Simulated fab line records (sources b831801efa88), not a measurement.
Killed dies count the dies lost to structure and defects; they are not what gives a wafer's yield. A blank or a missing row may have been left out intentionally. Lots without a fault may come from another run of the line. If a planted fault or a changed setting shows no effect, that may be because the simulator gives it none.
fab line records | flow sky130
record lots=6 | wafers=18 | last-day=50
route steps=708 shown VT_ADJUST_PCH@148 SONOS_TUNNEL@154 PAD_OPEN@708
lots that met no fault: taken from a fault-free run of the same line
start-h: hours from the record's opening day to when the first of the lot's shown wafers began | wait-h: how many hours have passed since the lot's step before this one | " identical to the entry in the row above | L1.1+2: a row that stands for several wafers | - no value, or no start given | * or withheld: withheld | < > ~ a bound
route shown NAME@n: names a module that has steps shown in the file, with the first one's number in the route | usual: mean and standard deviation over wafers with no fault | same: alike in all rows | chamber/n: place in a boat | sites: the reading at each site | _std_site: the standard deviation of these | _edge_site: the outer-site mean with the inner-site mean subtracted | radius-mm: for every site, how far away it sits from the centre of the wafer | mask NAME#n: copy n | behind: tool/chamber where the wafer was last shaped | hold: what put the lot on hold/how long, in hours/how the hold closed | device: the n, p or np transistor that did not switch | end of line: tests of these same wafers at the route's end | a step without rows: its recipe alone | killed: not the wafer's yield, but the dies lost to structure and defects at the first sort | map: a wafer's dies, x killed, . not, _ none there
set.NAME: the setting as run; set.NAME@STEP: as run at that earlier step | model.NAME: the simulator's own value behind a step, which no gauge read
a table for each step, a row for each wafer; lots at some steps of the route
services: a tool's chamber out of use, with start hour (start-h, from the record's first day; less than 0 if before it), hours out, and reason
## steps
# step SKY_VT_ADJUST_PCH_PEB_05
# recipe temp-c=115 | time-s=withheld
# step SKY_VT_ADJUST_PCH_DEVELOP_06
# recipe wall-angle-deg=90 | developer=TMAH | develop-time-s=60 | dev-temp-c=23
# step SKY_VT_ADJUST_PCH_OVL_MEAS_07
# usual VT_ADJUST_PCH_OVL=-0.6/1.2
lot.wafer | tool       | chamber | start-h | wait-h | VT_ADJUST_PCH_OVL[nm]
L259.1    | overlay-02 | -       | 230.86  | -      | -1.7
L259.5    | "          | -       | "       | "      | -2.1
L259.6    | "          | -       | "       | "      | -2.6
L264.1    | overlay-01 | -       | 268.19  | -      | -1.3
L264.2    | "          | -       | "       | "      | -1.3
L264.6    | "          | -       | "       | "      | -1.9
L269.2    | overlay-02 | -       | 309.44  | -      | -1.4
L269.3    | "          | -       | "       | "      | -2.0
L269.4    | "          | -       | "       | "      | -2.6
L271.1    | overlay-01 | -       | 322.09  | -      | -1.1
L271.3    | "          | -       | "       | "      | 0.1
L271.4    | "          | -       | "       | "      | -0.8
L273.4    | overlay-01 | -       | 337.36  | -      | -1.9
L273.5    | "          | -       | "       | "      | -2.0
L273.6    | "          | -       | "       | "      | -2.1
L280.2    | overlay-01 | -       | 389.34  | -      | 2.3
L280.4    | "          | -       | "       | "      | 1.1
L280.6    | "          | -       | "       | "      | 1.3
# step SKY_VT_ADJUST_PCH_IMPLANT_08
# recipe species=B | energy-kev=10 | dose-cm2=5e+11 | tilt-deg=withheld
# step SKY_VT_ADJUST_PCH_STRIP_09
# recipe chemistry=O2/N2 | power-w=1400 | pressure-mtorr=1500 | platen-temp-c=withheld | o2-flow-sccm=3000 | n2-flow-sccm=300 | overash-fraction=0.5
# usual drypump-motor-current-A=5.3/0.47 | o2-flow-sccm=3000/9.4 | oes-product-au=0.723/0.0041 | strip-time-to-endpoint-s=36.94/0.088
lot.wafer | tool            | chamber | start-h | wait-h | drypump-motor-current-A | o2-flow-sccm | oes-product-au | rf-hours-counter-h | strip-time-to-endpoint-s
L259.1    | plasma-asher-04 | 0       | 231.04  | 0.1    | 5.4                     | 3020         | 0.726          | 57                 | 36.76
L259.5    | "               | 1       | "       | "      | 5.3                     | 3010         | 0.726          | -                  | 36.83
L259.6    | "               | 0       | "       | "      | 5.4                     | 3007         | 0.719          | -                  | 36.74
L264.1    | plasma-asher-03 | 1       | 268.37  | 0.1    | 5.0                     | 2987         | 0.729          | 16                 | 37.00
L264.2    | "               | 0       | "       | "      | 6.1                     | 2997         | 0.723          | 16                 | 36.86
L264.6    | "               | 0       | "       | "      | 6.1                     | 2996         | 0.714          | -                  | 36.99
L269.2    | plasma-asher-04 | 0       | 309.62  | 0.1    | 5.4                     | 2980         | 0.730          | 65                 | 36.94
L269.3    | "               | 1       | "       | "      | 5.3                     | 3003         | 0.727          | -                  | 37.04
L269.4    | "               | 0       | "       | "      | 5.4                     | 2986         | 0.719          | -                  | 37.05
L271.1    | plasma-asher-04 | 1       | 322.28  | 0.1    | 5.3                     | 2995         | 0.729          | 66                 | 36.96
L271.3    | "               | 0       | "       | "      | 5.4                     | 3002         | 0.725          | -                  | 36.91
L271.4    | "               | 1       | "       | "      | 5.3                     | 2983         | 0.725          | -                  | 36.83
L273.4    | plasma-asher-03 | 0       | 337.56  | 0.1    | 6.1                     | 3002         | 0.722          | -                  | 36.92
L273.5    | "               | 1       | "       | "      | 5.0                     | 2994         | 0.722          | -                  | 36.97
L273.6    | "               | 0       | "       | "      | 6.1                     | 2998         | 0.724          | -                  | 36.86
L280.2    | plasma-asher-04 | 0       | 389.52  | 0.1    | 5.4                     | 3000         | 0.724          | 74                 | 36.73
L280.4    | "               | 0       | "       | "      | 5.4                     | 3007         | 0.720          | -                  | 36.89
L280.6    | "               | 0       | "       | "      | 5.5                     | 2997         | 0.725          | -                  | 36.68
# step SKY_VT_ADJUST_PCH_TW_MEAS_10
# usual VT_ADJUST_PCH_TW=143.3/1.3
lot.wafer | tool          | chamber | start-h | wait-h | VT_ADJUST_PCH_TW
L259.1    | film-metro-04 | -       | 231.14  | 0.1    | 143.0
L259.5    | "             | -       | "       | "      | 143.2
L259.6    | "             | -       | "       | "      | 142.7
L264.1    | film-metro-04 | -       | 268.47  | 0.1    | 141.5
L264.2    | "             | -       | "       | "      | 141.3
L264.6    | "             | -       | "       | "      | 142.0
L269.2    | film-metro-04 | -       | 309.73  | 0.1    | 142.0
L269.3    | "             | -       | "       | "      | 141.8
L269.4    | "             | -       | "       | "      | 141.8
L271.1    | film-metro-04 | -       | 322.38  | 0.1    | 142.7
L271.3    | "             | -       | "       | "      | 142.4
L271.4    | "             | -       | "       | "      | 141.5
L273.4    | film-metro-04 | -       | 337.65  | 0.1    | 142.2
L273.5    | "             | -       | "       | "      | 142.0
L273.6    | "             | -       | "       | "      | 142.3
L280.2    | film-metro-03 | -       | 389.63  | 0.1    | 144.8
L280.4    | "             | -       | "       | "      | 145.2
L280.6    | "             | -       | "       | "      | 145.0
# step SKY_SONOS_TUNNEL_DEHYDRATE_00
# recipe temp-c=200 | time-s=60
# step SKY_SONOS_TUNNEL_HMDS_01
# recipe prime-time-s=60 | prime-temp-c=120
# step SKY_SONOS_TUNNEL_COAT_02
# recipe resist=NOVOLAK | spin-rpm=3000 | resist-thk-nm=1140
# step SKY_SONOS_TUNNEL_SOFTBAKE_03
# recipe temp-c=90 | time-s=60 | resist=NOVOLAK
# step SKY_SONOS_TUNNEL_EXPOSE_04
# recipe mask-id=TUNM | na=0.6 | source-shape=conventional | sigma-outer=0.6 | polarization=unpolarized | target-cd-nm=410 | dose-mj=136
# step SKY_SONOS_TUNNEL_PEB_05
# recipe temp-c=withheld | time-s=* | resist=NOVOLAK
# step SKY_SONOS_TUNNEL_DEVELOP_06
# recipe resist=NOVOLAK | developer=TMAH | develop-time-s=60 | dev-temp-c=23
# usual developer-temp-C=23.00/0.11
lot.wafer | tool           | chamber | start-h | wait-h | developer-temp-C
L259.1    | litho-track-02 | 0       | 254.19  | 0.1    | 22.98
L259.5    | "              | 0       | "       | "      | 22.99
L259.6    | "              | 0       | "       | "      | 22.97
L264.1    | litho-track-04 | 0       | 292.78  | 0.1    | 22.79
L264.2    | "              | 0       | "       | "      | 23.05
L264.6    | "              | 0       | "       | "      | 23.03
L269.2    | litho-track-02 | 0       | 335.71  | 0.1    | 24.04
L269.3    | "              | 0       | "       | "      | 23.85
L269.4    | "              | 0       | "       | "      | 23.89
L271.1    | litho-track-04 | 0       | 348.88  | 0.1    | 23.01
L271.3    | "              | 0       | "       | "      | 22.71
L271.4    | "              | 0       | "       | "      | 22.82
L273.4    | litho-track-02 | 0       | 363.81  | 0.1    | 23.88
L273.5    | "              | 0       | "       | "      | 23.84
L273.6    | "              | 0       | "       | "      | 23.83
L280.2    | litho-track-03 | 0       | 418.63  | 0.1    | 22.95
L280.4    | "              | 0       | "       | "      | 22.89
L280.6    | "              | 0       | "       | "      | 22.98
# step SKY_SONOS_TUNNEL_CD_MEAS_07
# recipe target-cd-nm=410
# usual cd-nm=410.6/2.3
lot.wafer | tool      | chamber | start-h | wait-h | cd-nm
L259.1    | cd-sem-01 | -       | 254.34  | 0.1    | 412.2
L259.5    | "         | -       | "       | "      | 413.5
L259.6    | "         | -       | "       | "      | 413.9
L264.1    | cd-sem-02 | -       | 292.93  | 0.1    | 409.5
L264.2    | "         | -       | "       | "      | 410.5
L264.6    | "         | -       | "       | "      | 408.6
L269.2    | cd-sem-02 | -       | 335.86  | 0.1    | 406.0
L269.3    | "         | -       | "       | "      | 407.2
L269.4    | "         | -       | "       | "      | 404.7
L271.1    | cd-sem-02 | -       | 349.03  | 0.1    | 411.2
L271.3    | "         | -       | "       | "      | 410.5
L271.4    | "         | -       | "       | "      | 409.7
L273.4    | cd-sem-02 | -       | 363.95  | 0.1    | 406.8
L273.5    | "         | -       | "       | "      | 407.2
L273.6    | "         | -       | "       | "      | 405.8
L280.2    | cd-sem-01 | -       | 418.77  | 0.1    | 411.9
L280.4    | "         | -       | "       | "      | 411.4
L280.6    | "         | -       | "       | "      | 412.6
# step SKY_PAD_OPEN_PROBE_99
# usual killed_at_M0_to_M3=43/7.5 | killed_at_M4_up=3.3/1.9 | killed-at-contacts=24/4.6 | killed-at-front-end=16/4.9 | killed-at-other=0.2/0.46 | killed-dies=87/9.1 | killed-open=47/7.4 | killed-short=39/6.6
# same gross-dies=492 | killed-at-back-side=0
lot.wafer | tool      | chamber | start-h | wait-h | killed_at_M0_to_M3 | killed_at_M4_up | killed-at-contacts | killed-at-front-end | killed-at-other | killed-dies | killed-open | killed-short
L269.2    | prober-01 | -       | 1140.57 | 0.1    | 56                 | 2               | 26                 | 17                  | 1               | 102         | 52          | 48
# killed by level:class
L269.2 VIA3:geometric-particle:open=11 VIA1:geometric-particle:open=8 METAL1:geometric-particle:short=8 CONTACT:geometric-particle:short=7 VIA2:geometric-particle:open=7 FIELD_ISO:geometric-particle:open=6 LOCAL_INTERCONNECT:geometric-particle:short=6 CONTACT:geometric-particle:open=5
## services
tool            | chamber | start-h | hours | kind
plasma-asher-03 | -       | 212.21  | 0.8   | repair
plasma-asher-04 | -       | 276.32  | 5.2   | repair
plasma-asher-04 | -       | 390.04  | 14.6  | pm
plasma-asher-03 | -       | 416.15  | 2.8   | pm
litho-track-02  | -       | 416.88  | -     | consumable-replace:filter
## key
first-sign step=SKY_SONOS_TUNNEL_DEVELOP_06 | reading=developer-temp-C | direction=up | sigmas=8.1 | usual=* | struck=*
effect step=SKY_SONOS_TUNNEL_CD_MEAS_07 | reading=cd-nm | direction=down | sigmas=1.9 | usual=410.6 | struck=406.3 | through=control-loop
met-at SKY_SONOS_TUNNEL_DEVELOP_06
struck-wafers L269.2,L269.3,L269.4,L273.4,L273.5,L273.6
tester-left-out L269,L273
loop-trim step=SKY_SONOS_TUNNEL_EXPOSE_04 | setting=dose | lots=L273
onset-between 254.19 335.71
fault kind=process-parameter-drift | tool=litho-track-02 | chamber=- | onset-h=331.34 | steps=SKY_SONOS_TUNNEL_DEVELOP_06 | channel=dev-temp-c | offset=* | shape=step | end-h=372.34 | acts-in=* | stated=*
# tester-left-out: of these lots the tester's yield and bins aren't shown, on N5 and GAA mostly nor the transistor test; their killed dies are dies lost to structure and defects alone, not to doping, threshold or leakage, so they don't give the yield
# loop-trim: a control loop set the setting to another value than it would have without faults
